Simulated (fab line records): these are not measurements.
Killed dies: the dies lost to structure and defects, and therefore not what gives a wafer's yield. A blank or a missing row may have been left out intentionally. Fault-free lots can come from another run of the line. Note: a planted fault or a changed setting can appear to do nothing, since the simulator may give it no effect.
A struck lot beside a sound one ; flow sfq_line ; 29 steps out of a route of 325
Sound: these wafers, L510.2, L510.3, L510.4. Wafers struck: L500.3, L500.4, L500.6. The cause is given at the end.
Per side, at each step with rows, come the tool, then ch with its chambers, and then its first start. Under that, the readings that differ: sound wafers ; struck wafers ; difference of the means ; sigmas: that difference in standard deviations of wafers without a fault.
alike: a reading whose means differ by less than 2 such deviations, as well as words and numbers matching on both sides. not compared: withheld readings; readings where some wafer has no value; bounds like >300 that might hide an equal value; numbers whose values overlap and for which the record gives no deviation.
The two part at a step that has a row with sigmas, a row that says differs or no value, or rows on one side only. Non-overlapping numbers with no deviation appear without sigmas and do not part them. A reading that every wafer of one side lacks parts them only if that side has two wafers or more.

first, 2 steps without rows for these wafers: SFQ_TRILAYER_I2_VIA_STRIP_SOLV_CLEAN_072 (cleans in NMP, time 600 s); SFQ_TRILAYER_M3_DEP_PRE_CLEAN_074 (time 22.5 s).
SFQ_TRILAYER_M3_DEP_SPUTTER_073: material Nb, target thk 200 nm, time 133.3 s.
  struck on pvd_sputter-03, day 27 12:46; sound on pvd_sputter-03, day 30 09:30
  alike: chamber_pressure_pa, throttle_valve_pct
SFQ_M3_RS_MEAS_919: uses a four-point probe to measure.
  struck on film_metro-04, day 27 12:53; sound on film_metro-04, day 30 09:37
  alike: M3_NB_RS
then, 6 steps without rows for these wafers: SFQ_TRILAYER_M3_LITHO_COAT_080 (resist thk 62 nm); SFQ_TRILAYER_M3_LITHO_COAT_075 (resist thk 600 nm); SFQ_TRILAYER_M3_LITHO_SOFTBAKE_079; SFQ_TRILAYER_M3_LITHO_EXPOSE_076 (exposes mask M3, target cd 500 nm); SFQ_TRILAYER_M3_LITHO_PEB_078 (peb time 60 s); SFQ_TRILAYER_M3_LITHO_DEVELOP_077 (time 60 s).
-- the record jumps here: 6 days lie between the struck wafers' starts before and after --
SFQ_M3_OVL_MEAS_921:
  struck on overlay-01, day 33 17:26; sound on overlay-02, day 36 02:41
  alike: M3_OVL
SFQ_TRILAYER_M3_BARC_OPEN_METAL_ETCH_100: etches BARC in O2, target depth 125 nm, time 41.7 s.
  sound on rie_metal-02 ch 0,1, day 36 02:43; struck on rie_metal-02 ch 0,1, day 33 17:28
  no value came back on the struck wafers for any of 5 readings (bias_w (W), chamber_pressure_mTorr (mTorr) and others); on the sound wafers bias_w (W) reads 80.06 80.17 80.24
reading;sound;struck;difference;sigmas
model.KrF_of_TRILAYER_M3_LITHO_COAT_075.thk_nm (nm);525.2 524.9 525.6;574.7 573.5 573.6;+48.7;
  not compared: rf_hours_counter_h
SFQ_TRILAYER_M3_ETCH_METAL_ETCH_078: etches Nb in Cl2/Ar, stops on SiO2, target depth 240 nm, time 120 s.
  sound on rie_metal-02 ch 0,1, day 36 02:47; struck on rie_metal-02 ch 0,1, day 33 17:33
reading;sound;struck;difference;sigmas
oes_product_au (a.u.);0.895 0.891 0.889;0.381 0.371 0.371;-0.517;-71
model.KrF_of_TRILAYER_M3_LITHO_COAT_075.thk_nm (nm);383.6 383.8 384.1;433.3 433.3 433.2;+49.4;
  alike: bias_w, chamber_pressure_mTorr, drypump_motor_current_A, he_backside_leak_sccm
  not compared: rf_hours_counter_h
SFQ_TRILAYER_M3_STRIP_STRIP_079: strips in O2.
  sound on rie_metal-02 ch 0,1, day 36 02:55; struck on rie_metal-02 ch 0,1, day 33 17:50
  alike: drypump_motor_current_A, he_backside_leak_sccm, oes_product_au
  not compared: rf_hours_counter_h
then, 3 steps without rows for these wafers: SFQ_TRILAYER_M3_STRIP_SOLV_CLEAN_080 (cleans in NMP, time 600 s); SFQ_TRILAYER_I3_DEP_PECVD_081 (deposits SiO2 from SiH4/N2O, time 111.11 s, target thk 500 nm); SFQ_TRILAYER_I3_CMP_CMP_082 (polishes SiO2).
SFQ_I3_BOW_MEAS_922:
  struck on film_metro-02, day 34 10:13; sound on film_metro-01, day 36 09:11
  alike: I3_BOW
SFQ_TRILAYER_I3_METRO_MEASURE_083:
  struck on film_metro-02, day 34 10:41; sound on film_metro-01, day 36 09:29
  alike: thk_nm
then, 3 steps without rows for these wafers: SFQ_TRILAYER_I3_VIA_LITHO_COAT_090 (resist thk 62 nm); SFQ_TRILAYER_I3_VIA_LITHO_COAT_085 (resist thk 650 nm); SFQ_TRILAYER_I3_VIA_LITHO_SOFTBAKE_089.
-- the record jumps here: 6 days lie between the struck wafers' starts before and after --
SFQ_TRILAYER_I3_VIA_LITHO_EXPOSE_086: exposes mask I3, target cd 500 nm.
  struck on krf_scanner-01, day 40 17:47; sound on krf_scanner-01 ch 0, day 43 02:55
  no value came back on the struck wafers for exposure_dose_mJ_cm2, focus_offset_nm (nm); on the sound wafers exposure_dose_mJ_cm2 reads 21.311 21.294 21.281
  alike: mask
then, 2 steps without rows for these wafers: SFQ_TRILAYER_I3_VIA_LITHO_PEB_088 (peb time 60 s); SFQ_TRILAYER_I3_VIA_LITHO_DEVELOP_087 (time 60 s).
SFQ_I3_OVL_MEAS_923:
  struck on overlay-01, day 40 18:54; sound on overlay-01, day 43 04:13
reading;sound;struck;difference;sigmas
I3_OVL (nm);-1 2 -3;- - -;no value on the struck wafers;
SFQ_TRILAYER_I3_VIA_BARC_OPEN_VIA_ETCH_121: etches BARC in O2, target depth 125 nm, time 41.7 s.
  sound on rie_diel-01 ch 0,1,3, day 43 04:14; struck on rie_diel-04 ch 1,3, day 40 18:56
  alike: bias_w, chamber_pressure_mTorr, drypump_motor_current_A, oes_product_au
  not compared: rf_hours_counter_h
SFQ_TRILAYER_I3_VIA_ETCH_VIA_ETCH_088: etches SiO2 in CHF3, stops on Nb, target depth 260 nm.
  sound on rie_diel-01 ch 0,1,3, day 43 04:17; struck on rie_diel-04 ch 1,3, day 40 18:58
reading;sound;struck;difference;sigmas
oes_product_au (a.u.);0.853 0.849 0.858;0.366 0.383 0.379;-0.477;-82
  alike: bias_w, chamber_pressure_mTorr, drypump_motor_current_A
  not compared: model.I3.cd_nm
SFQ_TRILAYER_I3_VIA_STRIP_STRIP_089: strips in O2.
  sound on rie_metal-01 ch 0,1, day 43 04:24; struck on rie_metal-03 ch 0,1, day 40 19:17
  alike: drypump_motor_current_A, he_backside_leak_sccm, oes_product_au
  not compared: rf_hours_counter_h

WHERE THEY PART
Last at SFQ_TRILAYER_I3_VIA_ETCH_VIA_ETCH_088 as far as this record goes, first at SFQ_TRILAYER_M3_BARC_OPEN_METAL_ETCH_100. Later steps at which nothing parts them and some readings are alike: SFQ_TRILAYER_I3_VIA_STRIP_STRIP_089.

WHY: what had been put in by the simulator
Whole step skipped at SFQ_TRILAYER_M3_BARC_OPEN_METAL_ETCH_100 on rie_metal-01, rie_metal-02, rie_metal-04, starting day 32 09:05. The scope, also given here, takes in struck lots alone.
